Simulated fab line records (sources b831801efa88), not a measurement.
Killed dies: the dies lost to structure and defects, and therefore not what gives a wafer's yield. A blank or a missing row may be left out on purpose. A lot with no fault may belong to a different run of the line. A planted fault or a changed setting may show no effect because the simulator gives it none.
8D (eight disciplines) problem report, filled in by code	flow gf180mcu	the parts of the form that need people (team, actions taken, sign-off) are left out

== 1. THE PROBLEM ==
Wafers with no fault read 219.6 nm with a standard deviation of 1.9, whereas cd nm at GF_CONTACT_CD_MEAS_14 reads a mean of 198.7 nm on 1 wafer of 1 lot. That is -11 standard deviations from the usual mean.
The step: target cd 220 nm.
First observed at day 19 15:14: wafer L649.6, on cd sem-02. The record holds 39 wafers of 13 lots with a number at this step. The rule behind "out" and "out of limits": a value lying over 4 standard deviations away from the usual mean. The rest of the wafers with a number are treated as sound.

== 2. WHAT IT IS AND WHAT IT IS NOT ==
question	is	is not
which readings at this step	cd nm	-
which lots	L649	L637, L638, L639, L640, L641, L642, L644, L652, L657, L658, L659, L660
which wafers of those lots	L649.6	L649.4, L649.5
read on which gauges	cd sem-02	cd sem-01
when	from day 19 15:14	up to then (23 sound wafers); but 15 sound wafers of L652, L657, L658, L659, L660 came after

== 3. THE SUSPECTS, EACH WITH WHAT RULES IT OUT ==
Counting: if a tool at a process step up to the reading ran every lot that is out, it stays a suspect. Sound lots after the first of them don't rule it out here, since some wafers of a struck lot are sound.
- the gauge at GF_CONTACT_CD_MEAS_14: kept. All the wafers that are out were read on cd sem-02, and no step on other tools shows them out.
- plasma asher-04 at GF_NSD_STRIP_11 (strips in O2/N2): kept. It ran the lot that is out, L649 (day 16 10:37).
- krf scanner-02 at GF_CONTACT_EXPOSE_11 (exposes mask Contact, target cd 220 nm): kept. It ran the lot that is out, L649 (day 19 02:02); its last sound lot up to then is L641 (day 16 13:38).
The count leaves plasma asher-04 at GF_NSD_STRIP_11, krf scanner-02 at GF_CONTACT_EXPOSE_11, and cd sem-02 at GF_CONTACT_CD_MEAS_14.

== 4. THE CAUSE (what the simulator had put in) ==
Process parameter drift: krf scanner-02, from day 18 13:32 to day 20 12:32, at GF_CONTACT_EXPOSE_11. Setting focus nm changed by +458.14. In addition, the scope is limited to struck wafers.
This tool is one of the 3 suspects left after counting.

== 5. SEQUENCE OF EFFECTS, ordered by route ==
Each row: a reading where the mean over the struck wafers with a number is more than 3 standard deviations away from the usual. Only readings for which the record gives a usual standard deviation are gone through. hours: the time from each lot's start at the first step in this table that gives one to its start at this step, as a median over the lots. sigmas: the change in usual standard deviations.
hours	step	reading	usual	on struck wafers	change	sigmas
0	GF_CONTACT_CD_MEAS_14	cd nm	219.6 nm	198.7	-20.9	-11

== 6. WHAT WOULD HAVE CAUGHT IT SOONER ==
In this record the first reading out of limits at a measuring or inspecting step was taken at day 19 15:14, 26 hours after the fault began at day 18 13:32.
The start of GF_CONTACT_EXPOSE_11 on krf scanner-02 came by day 19 15:14 for every one of the lots that are out (1). A hold on the tool at that time would have spared none of them.
